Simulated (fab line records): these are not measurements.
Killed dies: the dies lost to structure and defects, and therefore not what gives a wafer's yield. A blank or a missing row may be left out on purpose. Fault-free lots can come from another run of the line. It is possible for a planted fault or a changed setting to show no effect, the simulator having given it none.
Problem report, 8D (eight disciplines) form, completed by code || flow sky130 || the parts of the form that need people (team, actions taken, sign-off) are left out

## 1. THE PROBLEM
Mean METAL2_ALCU_RS at SKY_METAL2_RS_MEAS_05: 0.0680 ohm/sq over 2 wafers in 2 lots; fault-free wafers: 0.1267 ohm/sq, standard deviation 0.0014. That puts it -42 standard deviations away from the usual mean.
The step: measures by four-point-probe.
First seen on wafer L678.6, day 37 13:55, on film-metro-04. The record holds 36 wafers of 12 lots with a number at this step. The rule behind "out" and "out of limits": a value lying over 4 standard deviations away from the usual mean. All remaining wafers that have a number are taken as sound.

## 2. WHAT IT IS, WHAT IT ISN'T
{"question": "which readings at this step", "is": "METAL2_ALCU_RS", "is not": "-"}
{"question": "which lots", "is": "L678, L679", "is not": "L668, L669, L670, L671, L672, L673, L684, L685, L690, L691"}
{"question": "which wafers of those lots", "is": "L678.6, L679.3", "is not": "L678.1, L678.4, L679.1, L679.5"}
{"question": "read on which gauges", "is": "film-metro-04", "is not": "film-metro-01, film-metro-02"}
{"question": "when", "is": "from day 37 13:55", "is not": "up to then (20 sound wafers); but 14 sound wafers of L679, L684, L685, L690, L691 came after"}

## 3. THE SUSPECTS, EACH WITH WHAT RULES IT OUT
Counting: if a tool at a process step up to the reading ran every lot that is out, it stays a suspect. Sound lots after the first of them don't rule it out here, since some wafers of a struck lot are sound.
- ruled out: the gauge at SKY_METAL2_RS_MEAS_05. All the wafers that are out were read on film-metro-04, but those of them that SKY_METAL2_METAL_ETCH_19 has rows for are out there too, on other tools.
- pvd-sputter-04 at SKY_METAL2_SPUTTER_02 (material AlCu, target thk 250 nm, time 13.3 s): kept. It processed each lot that is out (first: L678, day 37 13:50); up to then, its last sound lot is L673 (day 36 03:01).
Remaining after the count: pvd-sputter-04 at SKY_METAL2_SPUTTER_02.

## 4. THE CAUSE (what the simulator had put in)
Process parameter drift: pvd-sputter-04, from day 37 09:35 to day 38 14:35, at SKY_METAL2_SPUTTER_02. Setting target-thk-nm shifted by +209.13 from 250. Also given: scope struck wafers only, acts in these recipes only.
This tool alone remained once counting was done.

## 5. THE CHAIN OF EFFECTS, in route order
Each row: a reading where the mean over the struck wafers with a number is more than 3 standard deviations away from the usual. Scope: only readings with a usual standard deviation given in the record; hours: median across lots of the time from each lot's start at the first step in this table that gives one to its start at this step; sigmas: change in usual standard deviations.
{"hours": 0, "step": "SKY_METAL2_RS_MEAS_05", "reading": "METAL2_ALCU_RS", "usual": "0.1267 ohm/sq", "on struck wafers": 0.0680, "change": -0.0587, "sigmas": -42}
{"hours": 0, "step": "SKY_METAL2_THK_MEAS_06", "reading": "METAL2_ALCU_THK", "usual": "253.5 nm", "on struck wafers": 465.1, "change": "+211.6", "sigmas": "+78"}
{"hours": 25, "step": "SKY_METAL2_METAL_ETCH_19", "reading": "oes-product-au", "usual": "0.854 a.u.", "on struck wafers": 0.986, "change": "+0.132", "sigmas": "+22"}
Process steps it contains:
- SKY_METAL2_METAL_ETCH_19: etches the open film in Cl2/BCl3, stops on SiO2, target depth 360 nm, time 78 s.

## 6. HOW IT WOULD HAVE BEEN CAUGHT EARLIER
The first out-of-limits reading at a measuring or inspecting step in this record came at day 37 13:55, 4 hours after the fault's start at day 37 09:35.
No tool reading at SKY_METAL2_SPUTTER_02 that has a usual standard deviation in the record was out on any struck wafer, so an alarm limit of 4 standard deviations on those readings would not have fired.
Lots out: 2; of these, L679 started SKY_METAL2_SPUTTER_02 on pvd-sputter-04 after day 37 13:55. A hold on the tool at that time would have spared it.
